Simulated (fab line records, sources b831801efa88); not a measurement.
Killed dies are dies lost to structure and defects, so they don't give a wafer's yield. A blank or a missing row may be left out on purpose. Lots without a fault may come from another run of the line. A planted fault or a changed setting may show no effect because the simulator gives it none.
fab line records | flow gf180mcu
record lots=24 wafers=72 last_day=34
route steps=602 shown PSD@259 M1@316 V4@490 V5@563
lots that met no fault: from a run of the same line without faults
start_h: hours from the record's first day to the start of the lot's first wafer shown | wait_h: hours since the lot's step before | " the same as in the row above | L1.1+2: a row that stands for several wafers | - no value, or no start given | * or withheld: withheld | < > ~ a bound
route shown NAME@n: a module of which the file shows steps, and the number in the route of the first | usual: mean/standard deviation of fault-free wafers | same: alike in all rows | chamber/n: place in a boat | sites: the reading at each site | _std_site: their standard deviation | _edge_site: outer sites' mean less inner sites' | radius_mm: how far each site lies from the wafer's centre | mask NAME#n: copy n | behind: the tool/chamber that last shaped the wafer | hold: why the lot was held/for how many hours/how that ended | device: the transistor (n, p or np) that didn't switch | end of line: the same wafers' tests at the end of the route | a step without rows: its recipe alone | killed: dies lost to structure and defects at the first sort, not the wafer's yield | map: a wafer's dies, x killed, . not, _ none there
set.NAME: the setting as run; set.NAME@STEP: as run at that earlier step | model.NAME: the simulator's own value behind a step, which no gauge read
steps of the route over a sample of lots; a table a step, a row a wafer
services: from which hour (start_h, from the record's first day; less than 0 if before it) a tool's chamber was out of use, for how many hours, and why
## steps
# step GF_PSD_TW_MEAS_11
# usual PSD_TW=3218/48
# columns lot.wafer tool chamber start_h wait_h PSD_TW
L074.3 film_metro-02 - 320.31 0.1 3180
L074.4 " - " " 3183
L074.5 " - " " 3181
L075.1 film_metro-03 - 326.33 0.1 3228
L075.3 " - " " 3240
L075.6 " - " " 3259
L076.2 film_metro-04 - 336.49 0.1 3158
L076.3 " - " " 3193
L076.4 " - " " 3184
L077.2 film_metro-02 - 347.94 0.1 3170
L077.3 " - " " 3177
L077.5 " - " " 3161
L078.1 film_metro-02 - 352.68 0.1 3168
L078.2 " - " " 3160
L078.6 " - " " 3177
L079.3 film_metro-04 - 364.75 0.1 3192
L079.5 " - " " 3190
L079.6 " - " " 3186
L080.3 film_metro-03 - 374.75 0.1 3271
L080.4 " - " " 3300
L080.5 " - " " 3270
L081.2 film_metro-03 - 381.74 0.1 3275
L081.3 " - " " 3276
L081.5 " - " " 3289
L082.2 film_metro-04 - 387.59 0.1 3203
L082.3 " - " " 3191
L082.6 " - " " 3194
L083.1 film_metro-04 - 397.53 0.1 3199
L083.5 " - " " 3184
L083.6 " - " " 3187
L084.2 film_metro-04 - 407.69 0.1 3199
L084.4 " - " " 3206
L084.6 " - " " 3202
L085.2 film_metro-02 - 412.14 0.1 3184
L085.4 " - " " 3182
L085.5 " - " " 3199
L086.3 film_metro-04 - 414.62 0.1 3186
L086.4 " - " " 3175
L086.6 " - " " 3186
L087.2 film_metro-04 - 429.98 0.1 3190
L087.3 " - " " 3181
L087.5 " - " " 3169
L088.1 film_metro-04 - 437.18 0.1 3175
L088.3 " - " " 3184
L088.6 " - " " 3185
L089.3 film_metro-03 - 447.50 0.1 3294
L089.4 " - " " 3270
L089.6 " - " " 3268
L090.1 film_metro-04 - 452.48 0.1 3203
L090.2 " - " " 3187
L090.3 " - " " 3187
L091.1 film_metro-04 - 460.98 0.1 3177
L091.3 " - " " 3177
L091.6 " - " " 3171
L092.3 film_metro-03 - 471.50 0.1 3269
L092.4 " - " " 3271
L092.6 " - " " 3284
L093.2 film_metro-03 - 479.84 0.1 3275
L093.3 " - " " 3274
L093.4 " - " " 3264
L094.2 film_metro-02 - 484.89 0.1 3160
L094.5 " - " " 3188
L094.6 " - " " 3180
L095.1 film_metro-03 - 492.84 0.1 3288
L095.3 " - " " 3287
L095.5 " - " " 3287
L096.1 film_metro-03 - 506.78 0.1 3266
L096.2 " - " " 3269
L096.6 " - " " 3265
L097.3 film_metro-03 - 507.40 0.1 3279
L097.4 " - " " 3301
L097.5 " - " " 3290
# step GF_M1_SPUTTER_01
# recipe material=TiN target_thk_nm=30 power_w=6500 time_s=25 chamber_pressure_pa=0.4
# usual chamber_pressure_pa=0.4000/0.00088 throttle_valve_pct=29.5/0.76
# columns lot.wafer tool chamber start_h wait_h chamber_pressure_pa throttle_valve_pct
L074.3 pvd_sputter-01 - 367.12 0.1 0.3998 30.6
L074.4 " - " " 0.4003 30.2
L074.5 " - " " 0.3991 30.3
L075.1 pvd_sputter-01 - 373.20 0.1 0.4005 29.7
L075.3 " - " " 0.3994 28.8
L075.6 " - " " 0.3993 30.2
L076.2 pvd_sputter-01 - 384.17 0.1 0.4004 30.0
L076.3 " - " " 0.4002 29.6
L076.4 " - " " 0.3997 30.3
L077.2 pvd_sputter-02 - 396.49 0.1 0.4007 29.1
L077.3 " - " " 0.4014 29.3
L077.5 " - " " 0.4009 28.8
L078.1 pvd_sputter-02 - 401.16 0.1 0.4004 29.2
L078.2 " - " " 0.3997 31.5
L078.6 " - " " 0.3996 29.4
L079.3 pvd_sputter-02 - 414.95 0.1 0.4000 29.2
L079.5 " - " " 0.4006 29.0
L079.6 " - " " 0.4011 29.5
L080.3 pvd_sputter-03 - 424.99 0.1 0.3990 29.3
L080.4 " - " " 0.3980 28.7
L080.5 " - " " 0.4000 29.4
L081.2 pvd_sputter-03 - 431.69 0.1 0.3991 29.0
L081.3 " - " " 0.4002 29.3
L081.5 " - " " 0.4011 29.3
L082.2 pvd_sputter-03 - 437.12 0.1 0.3997 28.9
L082.3 " - " " 0.4011 29.5
L082.6 " - " " 0.4005 29.4
L083.1 pvd_sputter-02 - 448.80 0.1 0.4002 29.3
L083.5 " - " " 0.4010 31.1
L083.6 " - " " 0.3997 29.4
L084.2 pvd_sputter-01 - 458.68 0.1 0.3999 30.6
L084.4 " - " " 0.4003 29.7
L084.6 " - " " 0.4010 30.6
L085.2 pvd_sputter-02 - 464.54 0.1 0.4000 29.3
L085.4 " - " " 0.4002 29.5
L085.5 " - " " 0.3991 28.7
L086.3 pvd_sputter-02 - 466.39 0.1 0.4000 29.2
L086.4 " - " " 0.3998 29.2
L086.6 " - " " 0.3997 28.7
L087.2 pvd_sputter-03 - 482.08 0.1 0.4019 29.0
L087.3 " - " " 0.3999 29.6
L087.5 " - " " 0.4001 28.6
L088.1 pvd_sputter-02 - 488.62 0.1 0.4014 29.4
L088.3 " - " " 0.4003 29.0
L088.6 " - " " 0.4003 31.5
L089.3 pvd_sputter-01 - 499.09 0.1 0.4004 29.9
L089.4 " - " " 0.3998 29.1
L089.6 " - " " 0.3997 30.5
L090.1 pvd_sputter-01 - 503.68 0.1 0.4001 29.2
L090.2 " - " " 0.3999 30.3
L090.3 " - " " 0.4011 30.0
L091.1 pvd_sputter-03 - 512.17 0.1 0.3984 28.7
L091.3 " - " " 0.4000 29.6
L091.6 " - " " 0.3996 29.5
L092.3 pvd_sputter-02 - 522.04 0.1 0.4017 28.7
L092.4 " - " " 0.3982 29.2
L092.6 " - " " 0.4007 29.3
L093.2 pvd_sputter-03 - 530.42 0.1 0.4007 29.3
L093.3 " - " " 0.3992 28.9
L093.4 " - " " 0.4003 28.9
L094.2 pvd_sputter-03 - 535.09 0.1 0.4015 29.6
L094.5 " - " " 0.4013 29.3
L094.6 " - " " 0.3989 29.4
L095.1 pvd_sputter-02 - 542.89 0.1 0.4008 28.7
L095.3 " - " " 0.4001 29.3
L095.5 " - " " 0.3996 31.4
L096.1 pvd_sputter-01 - 556.23 0.1 0.3999 30.4
L096.2 " - " " 0.4002 29.3
L096.6 " - " " 0.4000 28.9
L097.3 pvd_sputter-03 - 556.58 0.1 0.3982 28.8
L097.4 " - " " 0.3988 29.7
L097.5 " - " " 0.4000 29.3
# step GF_V4_CD_MEAS_14
# recipe target_cd_nm=260
# usual cd_nm=260.0/1.2
# columns lot.wafer tool chamber start_h wait_h cd_nm
L074.3 cd_sem-02 - 565.08 0.1 260.0
L074.4 " - " " 260.1
L074.5 " - " " 259.5
L075.1 cd_sem-01 - 570.82 0.1 261.5
L075.3 " - " " 260.4
L075.6 " - " " 260.9
L076.2 cd_sem-01 - 582.71 0.1 257.8
L076.3 " - " " 258.6
L076.4 " - " " 259.2
L077.2 cd_sem-02 - 591.89 0.1 260.2
L077.3 " - " " 258.4
L077.5 " - " " 259.3
L078.1 cd_sem-02 - 596.62 0.1 260.7
L078.2 " - " " 261.8
L078.6 " - " " 261.0
L079.3 cd_sem-01 - 610.88 0.1 259.4
L079.5 " - " " 258.1
L079.6 " - " " 260.1
L080.3 cd_sem-02 - 618.33 0.1 258.8
L080.4 " - " " 258.8
L080.5 " - " " 258.3
L081.2 cd_sem-01 - 624.06 0.1 261.3
L081.3 " - " " 261.4
L081.5 " - " " 261.4
L082.2 cd_sem-01 - 629.44 0.1 259.4
L082.3 " - " " 259.4
L082.6 " - " " 261.1
L083.1 cd_sem-01 - 638.02 0.1 259.9
L083.5 " - " " 257.9
L083.6 " - " " 258.7
L084.2 cd_sem-01 - 647.24 0.1 257.2
L084.4 " - " " 257.4
L084.6 " - " " 257.7
L086.3 cd_sem-02 - 652.73 0.1 259.3
L086.4 " - " " 259.9
L086.6 " - " " 259.4
L085.2 cd_sem-02 - 653.31 0.1 259.8
L085.4 " - " " 260.5
L085.5 " - " " 259.4
L087.2 cd_sem-02 - 667.71 0.1 259.6
L087.3 " - " " 259.9
L087.5 " - " " 259.8
L088.1 cd_sem-02 - 670.61 0.2 262.1
L088.3 " - " " 261.5
L088.6 " - " " 261.6
L089.3 cd_sem-01 - 678.83 0.1 260.7
L089.4 " - " " 261.2
L089.6 " - " " 261.3
L090.1 cd_sem-02 - 684.64 0.1 259.8
L090.2 " - " " 259.3
L090.3 " - " " 260.3
L091.1 cd_sem-01 - 690.69 0.1 260.3
L091.3 " - " " 261.0
L091.6 " - " " 259.6
L092.3 cd_sem-01 - 698.53 0.1 259.4
L092.4 " - " " 260.8
L092.6 " - " " 260.1
L093.2 cd_sem-02 - 704.56 0.1 261.2
L093.3 " - " " 261.1
L093.4 " - " " 261.8
L094.2 cd_sem-01 - 709.01 0.1 261.3
L094.5 " - " " 261.1
L094.6 " - " " 260.1
L095.1 cd_sem-02 - 715.42 0.1 261.3
L095.3 " - " " 261.2
L095.5 " - " " 262.2
L096.1 cd_sem-02 - 725.22 0.1 259.6
L096.2 " - " " 259.9
L096.6 " - " " 260.6
L097.3 cd_sem-01 - 726.58 0.1 258.7
L097.4 " - " " 258.6
L097.5 " - " " 257.1
# step GF_V4_CMP_26
# recipe stop_on=SiO2 down_force_psi=3.5 platen_rpm=60 t_overpolish_s=15 target_thk_nm=0 pad_velocity_m_s=0.94248
# usual head_pressure_psi=3.499/0.008 motor_current_A=10.8/1.2 overpolish_run_s=15.000/0.0089 slurry_flow_ml_min=150.0/0.49 time_to_endpoint_s=84/3.5
# columns lot.wafer tool chamber start_h wait_h head_pressure_psi motor_current_A overpolish_run_s slurry_flow_ml_min time_to_endpoint_s
L074.4 cmp-01 1 566.31 0.1 3.520 11.7 14.999 149.9 84
L074.3 " 3 " " 3.494 9.1 15.018 151.0 84
L074.5 " 0 " " 3.509 8.8 15.007 149.7 81
L075.1 cmp-02 2 572.15 0.1 3.507 10.9 15.002 150.0 86
L075.3 " 3 " " 3.500 10.1 14.998 151.0 87
L075.6 " 3 " " 3.512 10.2 15.004 150.1 88
L076.4 cmp-02 2 584.35 0.1 3.507 11.4 15.014 149.4 79
L076.2 " 3 " " 3.505 10.2 15.012 149.5 80
L076.3 " 0 " " 3.495 10.6 15.011 150.4 87
L077.3 cmp-02 1 593.08 0.0 3.502 12.4 15.003 150.4 82
L077.2 " 3 " " 3.486 10.1 14.999 149.7 77
L077.5 " 2 " " 3.499 11.3 15.008 150.3 79
L078.1 cmp-02 3 597.83 0.1 3.502 10.1 14.991 150.0 88
L078.2 " 0 " " 3.487 11.5 14.997 149.6 82
L078.6 " 3 " " 3.495 10.0 15.007 150.3 84
L079.3 cmp-01 0 612.23 0.2 3.491 8.7 14.997 149.9 81
L079.5 " 3 " " 3.501 8.7 14.999 150.0 79
L079.6 " 0 " " 3.497 9.8 14.998 150.1 76
L080.3 cmp-02 2 619.59 0.1 3.507 10.8 15.013 149.7 83
L080.4 " 0 " " 3.506 10.9 15.005 149.4 85
L080.5 " 3 " " 3.489 10.1 15.000 149.3 80
L081.2 cmp-01 2 625.35 0.1 3.493 11.3 14.992 149.9 90
L081.3 " 3 " " 3.504 9.2 15.006 149.7 85
L081.5 " 0 " " 3.503 8.9 15.003 149.6 83
L082.3 cmp-01 0 630.73 0.1 3.501 8.6 15.001 151.1 82
L082.2 " 1 " " 3.508 12.3 14.991 150.2 81
L082.6 " 3 " " 3.501 8.7 15.012 150.2 85
L083.1 cmp-02 3 639.39 0.2 3.511 10.4 15.000 149.4 88
L083.5 " 0 " " 3.514 10.9 15.003 149.3 89
L083.6 " 1 " " 3.507 12.4 15.006 151.4 87
L084.2 cmp-01 2 648.63 0.1 3.496 11.9 15.002 149.6 89
L084.4 " 3 " " 3.512 9.8 14.997 150.2 80
L084.6 " 1 " " 3.508 12.0 15.001 149.7 81
L086.3 cmp-02 3 654.04 0.1 3.512 10.2 15.007 149.1 85
L086.4 " 0 " " 3.492 10.8 14.997 149.7 86
L086.6 " 1 " " 3.505 12.0 15.006 149.4 87
L085.2 cmp-01 0 654.64 0.1 3.488 9.3 15.008 150.1 77
L085.4 " 1 " " 3.495 11.6 14.992 150.1 82
L085.5 " 2 " " 3.501 12.3 14.986 150.5 89
L087.2 cmp-02 0 669.00 0.1 3.506 10.3 14.997 150.2 85
L087.3 " 1 " " 3.508 12.7 14.992 149.9 86
L087.5 " 3 " " 3.492 9.6 15.007 150.6 88
L088.1 cmp-02 1 671.99 0.2 3.507 12.4 14.979 150.4 89
L088.3 " 2 " " 3.505 11.1 15.005 149.4 84
L088.6 " 0 " " 3.498 10.2 14.998 150.2 87
L089.4 cmp-01 3 680.05 0.1 3.496 9.3 14.997 150.1 82
L089.3 " 1 " " 3.490 11.8 14.995 149.8 81
L089.6 " 2 " " 3.488 11.7 14.992 149.9 90
L090.1 cmp-02 3 686.09 0.3 3.494 10.3 14.988 150.0 85
L090.2 " 0 " " 3.497 10.6 15.007 150.5 88
L090.3 " 1 " " 3.492 11.9 15.004 150.3 83
L091.1 cmp-02 1 691.92 0.1 3.496 12.8 15.021 150.0 81
L091.3 " 2 " " 3.493 11.3 14.995 149.8 79
L091.6 " 2 " " 3.494 11.3 15.008 150.2 79
L092.3 cmp-01 0 699.73 0.0 3.513 8.9 15.014 150.4 82
L092.4 " 1 " " 3.493 12.1 14.992 150.4 85
L092.6 " 0 " " 3.508 8.8 15.013 150.3 83
L093.2 cmp-01 0 705.95 0.0 3.498 9.3 15.010 149.9 81
L093.4 " 1 " " 3.496 11.7 15.001 149.8 81
L093.3 " 3 " " 3.503 9.3 14.989 149.7 80
L094.2 cmp-02 3 710.35 0.1 3.499 10.3 15.010 150.3 84
L094.5 " 2 " " 3.509 11.5 15.005 149.6 81
L094.6 " 3 " " 3.502 10.1 14.991 150.4 82
L095.3 cmp-01 1 716.63 0.0 3.502 12.0 15.008 150.3 81
L095.1 " 3 " " 3.495 9.2 15.004 149.6 82
L095.5 " 1 " " 3.500 11.8 15.001 149.8 82
L096.2 cmp-01 0 726.54 0.1 3.492 9.3 15.016 150.1 77
L096.1 " 1 " " 3.507 11.2 14.997 149.9 79
L096.6 " 2 " " 3.489 11.6 15.006 149.9 85
L097.3 cmp-02 1 727.81 0.0 3.503 13.1 15.003 149.9 86
L097.4 " 0 " " 3.491 11.3 15.001 149.2 85
L097.5 " 1 " " 3.496 12.5 14.986 148.9 87
# step GF_V5_CVD_23
# recipe material=W target_thk_nm=350 time_s=104.9 temp_c=400 pressure_torr=40
# usual heater_power_w=875/65
# columns lot.wafer tool chamber start_h wait_h heater_power_w
L074.3 cvd_w-02 0 632.66 0.1 909
L074.4 " 1 " " 804
L074.5 " 1 " " 793
L075.1 cvd_w-02 1 638.32 0.0 790
L075.3 " 1 " " 811
L075.6 " 0 " " 926
L076.2 cvd_w-02 0 649.38 0.0 934
L076.3 " 1 " " 785
L076.4 " 0 " " 907
L077.2 cvd_w-01 1 658.07 0.0 883
L077.3 " 0 " " 937
L077.5 " 1 " " 859
L078.1 cvd_w-02 1 662.12 0.0 806
L078.2 " 0 " " 906
L078.6 " 1 " " 806
L079.3 cvd_w-01 0 675.67 0.1 960
L079.5 " 0 " " 946
L079.6 " 1 " " 855
L080.3 cvd_w-02 1 681.22 0.1 797
L080.4 " 0 " " 910
L080.5 " 1 " " 799
L081.2 cvd_w-02 1 687.07 0.0 802
L081.3 " 0 " " 918
L081.5 " 1 " " 799
L082.2 cvd_w-01 0 691.96 0.0 945
L082.3 " 1 " " 867
L082.6 " 1 " " 857
L083.1 cvd_w-01 0 699.61 0.0 948
L083.5 " 0 " " 937
L083.6 " 0 " " 964
L084.2 cvd_w-02 0 708.21 0.0 931
L084.4 " 1 " " 792
L084.6 " 0 " " 931
L086.3 cvd_w-02 0 713.44 0.1 942
L086.4 " 1 " " 803
L086.6 " 1 " " 800
L085.2 cvd_w-02 0 714.61 0.0 929
L085.4 " 1 " " 820
L085.5 " 1 " " 787
L087.2 cvd_w-02 1 726.93 0.0 795
L087.3 " 1 " " 782
L087.5 " 0 " " 915
L088.1 cvd_w-02 1 730.59 0.0 794
L088.3 " 0 " " 897
L088.6 " 1 " " 803
L089.3 cvd_w-01 0 737.80 0.1 954
L089.4 " 1 " " 852
L089.6 " 0 " " 958
L090.1 cvd_w-02 1 743.46 0.0 804
L090.2 " 0 " " 925
L090.3 " 0 " " 934
L091.1 cvd_w-02 0 748.07 0.0 929
L091.3 " 1 " " 809
L091.6 " 0 " " 941
L092.3 cvd_w-02 1 755.90 0.1 817
L092.4 " 0 " " 922
L092.6 " 0 " " 917
L093.2 cvd_w-02 0 761.00 0.0 908
L093.3 " 1 " " 795
L093.4 " 0 " " 909
L094.2 cvd_w-01 0 764.94 0.0 957
L094.5 " 0 " " 968
L094.6 " 1 " " 832
L095.1 cvd_w-01 0 771.06 0.0 950
L095.3 " 0 " " 970
L095.5 " 1 " " 863
L096.1 cvd_w-02 1 779.56 0.0 800
L096.2 " 0 " " 903
L096.6 " 0 " " 918
L097.3 cvd_w-02 0 780.31 0.1 894
L097.4 " 1 " " 810
L097.5 " 1 " " 788
# step GF_V5_RS_MEAS_24
# recipe thk_meas_gauge=four-point-probe reads=W_of_V5_CVD_23+TiN_of_V5_SPUTTER_22+Ti_of_V5_SPUTTER_21
# usual V5_W_RS=0.326/0.0034
# columns lot.wafer tool chamber start_h wait_h V5_W_RS[ohm/sq]
L074.3 film_metro-02 - 632.77 0.1 0.324
L074.4 " - " " 0.327
L074.5 " - " " 0.327
L075.1 film_metro-03 - 638.43 0.1 0.326
L075.3 " - " " 0.325
L075.6 " - " " 0.326
L076.2 film_metro-01 - 649.51 0.1 0.329
L076.3 " - " " 0.322
L076.4 " - " " 0.324
L077.2 film_metro-03 - 658.21 0.1 0.329
L077.3 " - " " 0.332
L077.5 " - " " 0.331
L078.1 film_metro-01 - 662.23 0.1 0.327
L078.2 " - " " 0.326
L078.6 " - " " 0.327
L079.3 film_metro-02 - 675.79 0.1 0.331
L079.5 " - " " 0.330
L079.6 " - " " 0.329
L080.3 film_metro-01 - 681.34 0.1 0.327
L080.4 " - " " 0.332
L080.5 " - " " 0.325
L081.2 film_metro-03 - 687.23 0.1 0.322
L081.3 " - " " 0.327
L081.5 " - " " 0.320
L082.2 film_metro-02 - 692.10 0.1 0.328
L082.3 " - " " 0.326
L082.6 " - " " 0.325
L083.1 film_metro-02 - 699.84 0.2 0.327
L083.5 " - " " 0.330
L083.6 " - " " 0.333
L084.2 film_metro-01 - 708.34 0.1 0.319
L084.4 " - " " 0.325
L084.6 " - " " 0.322
L086.3 film_metro-01 - 713.56 0.1 0.326
L086.4 " - " " 0.327
L086.6 " - " " 0.326
L085.2 film_metro-02 - 714.74 0.1 0.320
L085.4 " - " " 0.330
L085.5 " - " " 0.327
L087.2 film_metro-01 - 727.06 0.1 0.321
L087.3 " - " " 0.321
L087.5 " - " " 0.320
L088.1 film_metro-03 - 730.70 0.1 0.324
L088.3 " - " " 0.323
L088.6 " - " " 0.326
L089.3 film_metro-03 - 737.92 0.1 0.330
L089.4 " - " " 0.328
L089.6 " - " " 0.328
L090.1 film_metro-01 - 743.57 0.1 0.321
L090.2 " - " " 0.325
L090.3 " - " " 0.322
L091.1 film_metro-01 - 748.19 0.1 0.328
L091.3 " - " " 0.324
L091.6 " - " " 0.325
L092.3 film_metro-03 - 756.01 0.1 0.323
L092.4 " - " " 0.323
L092.6 " - " " 0.322
L093.2 film_metro-02 - 761.13 0.1 0.330
L093.3 " - " " 0.325
L093.4 " - " " 0.327
L094.2 film_metro-01 - 765.07 0.1 0.333
L094.5 " - " " 0.332
L094.6 " - " " 0.334
L095.1 film_metro-02 - 771.17 0.1 0.331
L095.3 " - " " 0.331
L095.5 " - " " 0.328
L096.1 film_metro-03 - 779.67 0.1 0.328
L096.2 " - " " 0.325
L096.6 " - " " 0.327
L097.3 film_metro-03 - 780.43 0.1 0.330
L097.4 " - " " 0.324
L097.5 " - " " 0.329
## services
# columns tool chamber start_h hours kind
cmp-02 - 346.06 2.5 repair
cmp-02 - 376.81 3.0 pm
cvd_w-02 - 390.00 14.0 pm
cmp-02 - 404.00 4.0 pm
cmp-02 - 406.38 4.2 repair
cmp-02 - 444.00 5.2 pm
cvd_w-02 - 454.19 14.6 pm
cmp-02 - 465.89 1.4 repair
cmp-01 - 467.45 8.5 pm
cmp-02 - 504.09 0.2 repair
cmp-01 - 508.88 1.8 repair
cmp-02 - 521.19 1.4 repair
cmp-02 - 536.71 4.7 repair
cmp-01 - 563.35 2.3 repair
cmp-01 - 573.11 4.0 pm
cmp-02 - 589.34 0.9 repair
cmp-01 - 616.10 4.1 pm
cvd_w-02 - 655.95 3.8 pm
cmp-02 - 730.68 0.5 repair
cmp-02 - 734.13 3.4 repair
cmp-02 - 744.06 4.0 pm
cmp-02 - 748.06 10.3 pm
cmp-02 - 757.13 3.5 repair
cmp-02 - 774.65 4.1 repair
## key
fault none
